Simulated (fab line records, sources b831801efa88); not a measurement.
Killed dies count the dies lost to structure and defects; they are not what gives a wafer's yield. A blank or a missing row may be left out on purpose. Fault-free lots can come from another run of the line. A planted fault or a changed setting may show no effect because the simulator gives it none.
Comparing a struck lot with a sound one || flow sky130 || 22 steps out of a route of 708
Sound: the wafers L607.1, L607.2, L607.6. Wafers L616.1, L616.2, L616.6 were the ones struck. The cause is given at the end.
For every step that has rows: the tool of each side, followed by ch and its chambers, followed by its first start. Under that, the readings that differ: sound wafers || struck wafers || difference of the means || sigmas: that difference in standard deviations of wafers without a fault.
alike: readings with means less than 2 such deviations apart, plus words and numbers identical on both sides. not compared: withheld readings, readings lacking a value on some wafer, bounds such as >300 that could conceal the same value, and numbers that have no deviation in the record and whose values overlap.
A row with sigmas, a row that says differs or no value, or rows on one side alone: a step with any of these is where the two part. Numbers that don't overlap but have no deviation are shown without sigmas and don't part them. A reading missing from all wafers of one side parts the sides only when that side holds two or more wafers.

SKY_POLY_GATE_THK_MEAS_21:
  sound on filmMetro-02 at day 18 22:02; struck on filmMetro-04 at day 22 00:05
  alike: POLY_GATE_OXIDATION_THK
SKY_POLY_GATE_CD_MEAS_22:
  sound on cdSem-02 at day 18 22:05; struck on cdSem-02 at day 22 00:08
  alike: cdNm
then, 7 steps without rows for these wafers: SKY_LDD_N_DEHYDRATE_00 (time 60 s); SKY_LDD_N_HMDS_01 (prime time 60 s); SKY_LDD_N_COAT_02 (resist thk 300 nm); SKY_LDD_N_SOFTBAKE_03 (time 60 s); SKY_LDD_N_EXPOSE_04 (exposes mask NTM, target cd 840 nm); SKY_LDD_N_PEB_05; SKY_LDD_N_DEVELOP_06 (develop time 60 s).
SKY_LDD_N_OVL_MEAS_07:
  sound on overlay-01 at day 20 05:23; struck on overlay-01 at day 23 06:38
  alike: LDD_N_OVL
then, 2 steps without rows for these wafers: SKY_LDD_N_IMPLANT_08; SKY_LDD_N_IMPLANT_09.
SKY_LDD_N_IMPLANT_10:
  sound on implanter-03 ch 0, day 20 05:43; struck on implanter-04 ch 0, day 23 06:58
{"reading": "doseIonsCm2", "sound": "7.509e+13 7.509e+13 7.508e+13", "struck": "5.348e+13 5.353e+13 5.351e+13", "difference": -2.158e+13, "sigmas": "-99 or more"}
{"reading": "faradayCurrentUA", "sound": "421 423 413", "struck": "304 298 301", "difference": -118, "sigmas": -15}
  alike: beamEnergyKeV
then, 5 steps without rows for these wafers: SKY_LDD_N_IMPLANT_11; SKY_LDD_N_IMPLANT_12; SKY_LDD_N_IMPLANT_13; SKY_LDD_N_IMPLANT_14; SKY_LDD_N_IMPLANT_15.
SKY_LDD_N_STRIP_16: strips in O2/N2.
  sound on plasmaAsher-04 ch 0,1, day 20 06:37; struck on plasmaAsher-01 ch 0,1, day 23 07:52
{"reading": "stripTimeToEndpointS (s)", "sound": "4.311 4.291 4.300", "struck": "4.235 4.254 4.276", "difference": -0.046, "sigmas": -3}
  alike: drypumpMotorCurrentA, oesProductAu
  not compared: rfHoursCounterH
SKY_LDD_N_TW_MEAS_17:
  sound on filmMetro-01 at day 20 06:43; struck on filmMetro-03 at day 23 07:58
{"reading": "LDD_N_TW", "sound": "2591 2607 2583", "struck": "2526 2538 2540", "difference": -59, "sigmas": -5}
then, 1 step without rows for these wafers: SKY_LDD_P_DEHYDRATE_00 (time 60 s).
-- the record jumps here: 26 days lie between the struck wafers' starts before and after (it left off in module LDD_P and takes up again in module PAD_OPEN, whose first step shown is number 708 of the route) --
SKY_PAD_OPEN_PROBE_99:
  sound on prober-02 at day 47 08:04; struck on prober-01 at day 49 06:30
{"reading": "model.etest.tipN.rsOhmSq", "sound": "446.2 440.5 443.3", "struck": "463.1 468.2 464.6", "difference": "+22.0", "sigmas": ""}
  alike: killed_at_M0_to_M3, killed_at_M4_up, killedAtContacts, killedAtFrontEnd, killedAtOther, killedDies, killedOpen, killedShort

== WHERE THEY PART ==
First at SKY_LDD_N_IMPLANT_10; last, within this record, at SKY_LDD_N_TW_MEAS_17. Later steps at which nothing parts them and some readings are alike: SKY_PAD_OPEN_PROBE_99.

WHY: whatever the simulator had introduced
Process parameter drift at SKY_LDD_N_IMPLANT_10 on implanter-04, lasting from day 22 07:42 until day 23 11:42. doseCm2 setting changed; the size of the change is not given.
